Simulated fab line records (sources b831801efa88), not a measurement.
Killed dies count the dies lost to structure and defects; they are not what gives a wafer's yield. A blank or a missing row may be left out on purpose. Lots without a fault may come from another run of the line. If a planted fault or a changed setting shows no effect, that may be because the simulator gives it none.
Comparing a struck lot with a sound one || flow sky130 || 18 steps out of a route of 708
Sound: wafers L115.1, L115.2, L115.5. The struck wafers were L107.1, L107.2, L107.3. The cause is named last.
Each step with rows lists, per side, the tool, then ch with its chambers, then its first start. Under that, the readings that differ: sound wafers || struck wafers || difference of the means || sigmas: that difference in standard deviations of wafers without a fault.
alike: readings whose means differ by less than 2 such deviations, and words and numbers that are the same on both sides. not compared: withheld readings, readings that some wafer has no value for, bounds like >300 that may hide the same value, and numbers for which the record gives no deviation and whose values overlap.
Wherever a step has rows on one side only, a row that says differs or no value, or a row with sigmas, the two part there. Non-overlapping numbers with no deviation appear without sigmas and do not part them. A reading that every wafer of one side lacks parts them only if that side has two wafers or more.

first, 3 steps without rows for these wafers: SKY_SONOS_ONO_WET_ETCH_18 (etches Si3N4 in H3PO4, target depth 15 nm, time 172 s); SKY_GATE_OXIDE_CLEAN_00 (cleans in SC1/SC2, time 150 s); SKY_GATE_OXIDE_OXIDATION_01 (stabilise 600 s, purge 300 s, target thk 10.268 nm).
SKY_GATE_OXIDE_THK_MEAS_02:
  sound on film_metro-01, day 18 13:47; struck on film_metro-03, day 15 19:34
{"reading": "GATE_OXIDE_OXIDATION_00_THK (nm)", "sound": "9.82 9.59 9.68", "struck": "10.41 10.31 10.33", "difference": "+0.65", "sigmas": "+3"}
then, 7 steps without rows for these wafers: SKY_GATE_OXIDE_DEHYDRATE_03 (time 60 s); SKY_GATE_OXIDE_HMDS_04 (prime time 60 s); SKY_GATE_OXIDE_COAT_05 (resist thk 1140 nm); SKY_GATE_OXIDE_SOFTBAKE_06 (time 60 s); SKY_GATE_OXIDE_EXPOSE_07 (exposes mask LVOM, target cd 600 nm); SKY_GATE_OXIDE_PEB_08; SKY_GATE_OXIDE_DEVELOP_09 (develop time 60 s).
SKY_GATE_OXIDE_OVL_MEAS_10:
  sound on overlay-02, day 19 21:19; struck on overlay-01, day 16 23:32
  alike: GATE_OXIDE_OVL
SKY_GATE_OXIDE_IMPLANT_11:
  sound on implanter-03 ch 0, day 19 21:22; struck on implanter-02 ch 0, day 16 23:34
{"reading": "beam_energy_keV", "sound": "9.9986 10.001 9.9968", "struck": "8.4604 8.4623 8.4625", "difference": -1.5371, "sigmas": "-99 or more"}
{"reading": "model.implant.rp_nm (nm)", "sound": "34.82 34.82 34.82", "struck": "29.11 29.11 29.11", "difference": -5.71, "sigmas": ""}
{"reading": "model.implant.drp_nm (nm)", "sound": "17.11 17.11 17.11", "struck": "15.23 15.23 15.23", "difference": -1.88, "sigmas": ""}
  alike: end_station_pressure_torr, faraday_current_uA
then, 1 step without rows for these wafers: SKY_GATE_OXIDE_WET_ETCH_12 (etches SiO2 in dHF, target depth 16.8 nm, time 336 s).
SKY_GATE_OXIDE_STRIP_13: strips in O2/N2.
  sound on plasma_asher-02 ch 0,1, day 19 21:37; struck on plasma_asher-02 ch 0,1, day 16 23:49
  alike: drypump_motor_current_A, oes_product_au, strip_time_to_endpoint_s
  not compared: rf_hours_counter_h
SKY_GATE_OXIDE_TW_MEAS_14:
  sound on film_metro-02, day 19 21:43; struck on film_metro-03, day 16 23:55
{"reading": "GATE_OXIDE_TW", "sound": "225.1 223.8 224.3", "struck": "213.7 214.2 214.3", "difference": -10.3, "sigmas": -7}
then, 1 step without rows for these wafers: SKY_GATE_OXIDE_CLEAN_15 (cleans in SC1/SC2, time 150 s).
-- the record jumps here: 31 days lie between the struck wafers' starts before and after (it left off in module GATE_OXIDE and takes up again in module PAD_OPEN, whose first step shown is number 708 of the route) --
SKY_PAD_OPEN_PROBE_99:
  sound on prober-02, day 49 19:20; struck on prober-02, day 48 02:06
{"reading": "model.etest.pfet_01v8_lvt.drive_ua_um", "sound": "176.9 176.9 179.2", "struck": "171.6 171 172.7", "difference": -5.9, "sigmas": ""}
{"reading": "model.etest.pfet_01v8_lvt.off_log10_a_um", "sound": "-8.628 -8.619 -8.605", "struck": "-9.83 -9.994 -9.796", "difference": -1.26, "sigmas": ""}
{"reading": "model.etest.pfet_01v8_lvt.vt_sat_v (V)", "sound": "-0.4345 -0.4304 -0.4255", "struck": "-0.5011 -0.4993 -0.4965", "difference": -0.0688, "sigmas": ""}
{"reading": "model.etest.pfet_01v8_lvt.vt_v (V)", "sound": "-0.5281 -0.5242 -0.5202", "struck": "-0.579 -0.5814 -0.5747", "difference": -0.054, "sigmas": ""}
{"reading": "model.etest.pfet_01v8_lvt.vt_long_v (V)", "sound": "-0.6444 -0.6401 -0.6357", "struck": "-0.6913 -0.6885 -0.6876", "difference": -0.0491, "sigmas": ""}
{"reading": "model.etest.nfet_01v8_lvt.vt_long_v (V)", "sound": "0.4222 0.4288 0.4306", "struck": "0.4419 0.4463 0.4411", "difference": "+0.0159", "sigmas": ""}
{"reading": "model.etest.pfet_01v8_lvt.body_rise_v (V)", "sound": "-0.2044 -0.2052 -0.2058", "struck": "-0.1917 -0.1944 -0.1931", "difference": "+0.0121", "sigmas": ""}
{"reading": "model.etest.pfet_01v8.body_rise_v (V)", "sound": "-0.1793 -0.1813 -0.18", "struck": "-0.189 -0.1886 -0.1855", "difference": -0.008, "sigmas": ""}
  alike: killed_at_M0_to_M3, killed_at_M4_up, killed_at_contacts, killed_at_front_end, killed_at_other, killed_dies, killed_on_rim, killed_open, killed_short

WHERE THEY PART
At SKY_GATE_OXIDE_THK_MEAS_02 first; at SKY_GATE_OXIDE_TW_MEAS_14 last (within this record only). Later steps at which nothing parts them and some readings are alike: SKY_PAD_OPEN_PROBE_99.

WHY: whatever the simulator had introduced
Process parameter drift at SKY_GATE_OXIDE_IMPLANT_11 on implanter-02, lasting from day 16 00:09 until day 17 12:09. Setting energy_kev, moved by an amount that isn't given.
